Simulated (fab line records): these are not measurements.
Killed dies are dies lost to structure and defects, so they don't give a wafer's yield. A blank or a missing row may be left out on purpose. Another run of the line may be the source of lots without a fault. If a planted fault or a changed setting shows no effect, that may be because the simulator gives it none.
Problem report, 8D (eight disciplines) form, completed by code -- flow gf180mcu -- the parts of the form that need people (team, actions taken, sign-off) are left out

## 1. THE PROBLEM
Mean PASSIVATION_CVD_02_THK at GF_PASSIVATION_THK_MEAS_03: 968 nm over 4 wafers in 2 lots; fault-free wafers: 702 nm, standard deviation 8.8. Relative to the usual mean, that is a shift of +30 standard deviations.
Seen first at day 33 03:23 on film_metro-03, wafer L797.3. The record holds 33 wafers of 11 lots with a number at this step. Rule for "out", or "out of limits": more than 4 standard deviations from the usual mean. Any other wafer with a number is counted as sound.

## 2. WHAT IT IS AND WHAT IT IS NOT
question,is,is not
which readings at this step,PASSIVATION_CVD_02_THK,-
which lots,"L797, L801","L780, L783, L784, L785, L790, L792, L793, L798, L803"
which wafers of those lots,"L797.3, L797.4, L801.4, L801.6","L797.5, L801.5"
read on which gauges,film_metro-03,"film_metro-02, film_metro-04"
when,from day 33 03:23,"up to then (22 sound wafers); but 7 sound wafers of L798, L801, L803 came after"

## 3. WHAT RULES OUT EACH SUSPECT
Counting: if a tool at a process step up to the reading ran every lot that is out, it stays a suspect. Sound lots after the first of them don't rule it out here, since some wafers of a struck lot are sound.
- the gauge at GF_PASSIVATION_THK_MEAS_03: kept. All the wafers that are out were read on film_metro-03, and no step on other tools shows them out.
- pecvd-01 at GF_PASSIVATION_CVD_02 (deposits Si3N4, target thk 700 nm, time 486.18 s): kept. It ran every lot that is out, first L797 (day 33 03:04); its last sound lot up to then is L793 (day 32 04:22).
Remaining after the count are pecvd-01 at GF_PASSIVATION_CVD_02 and film_metro-03 at GF_PASSIVATION_THK_MEAS_03.

## 4. THE CAUSE (what the simulator had put in)
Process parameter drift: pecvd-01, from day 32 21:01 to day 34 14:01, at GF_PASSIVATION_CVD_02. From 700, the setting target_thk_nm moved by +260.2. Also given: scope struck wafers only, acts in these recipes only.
Counting leaves 2 suspects; this tool is one of them.

## 5. SEQUENCE OF EFFECTS, ordered by route
Rows list readings where the struck wafers' mean (over those with a number) sits beyond 3 standard deviations from the usual. Readings are gone through only where the record gives a usual standard deviation; hours: the median, over the lots, of the time from a lot's start at the first step in this table giving one to that lot's start at this step; sigmas: the change measured in usual standard deviations.
hours,step,reading,usual,on struck wafers,change,sigmas
0,GF_PASSIVATION_THK_MEAS_03,PASSIVATION_CVD_02_THK,702 nm,968,+266,+30
15,GF_PASSIVATION_ETCH_11,oes_product_au,0.964 a.u.,0.999,+0.035,+4.9
It contains these process steps:
- GF_PASSIVATION_ETCH_11: etches the open film in CF4/O2, stops on TiN, target depth 1800 nm, time 400 s.

## 6. HOW IT WOULD HAVE BEEN CAUGHT EARLIER
Counted from the fault's start at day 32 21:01, it took 6 hours until the first out-of-limits reading at a measuring or inspecting step in this record, taken at day 33 03:23.
Tool readings at GF_PASSIVATION_CVD_02 with a usual standard deviation given in the record: none out on any struck wafer, hence no alarm at a limit of 4 standard deviations on them.
Among the 2 lots that are out, L801 began GF_PASSIVATION_CVD_02 on pecvd-01 after day 33 03:23. Holding the tool at that time would have saved it.
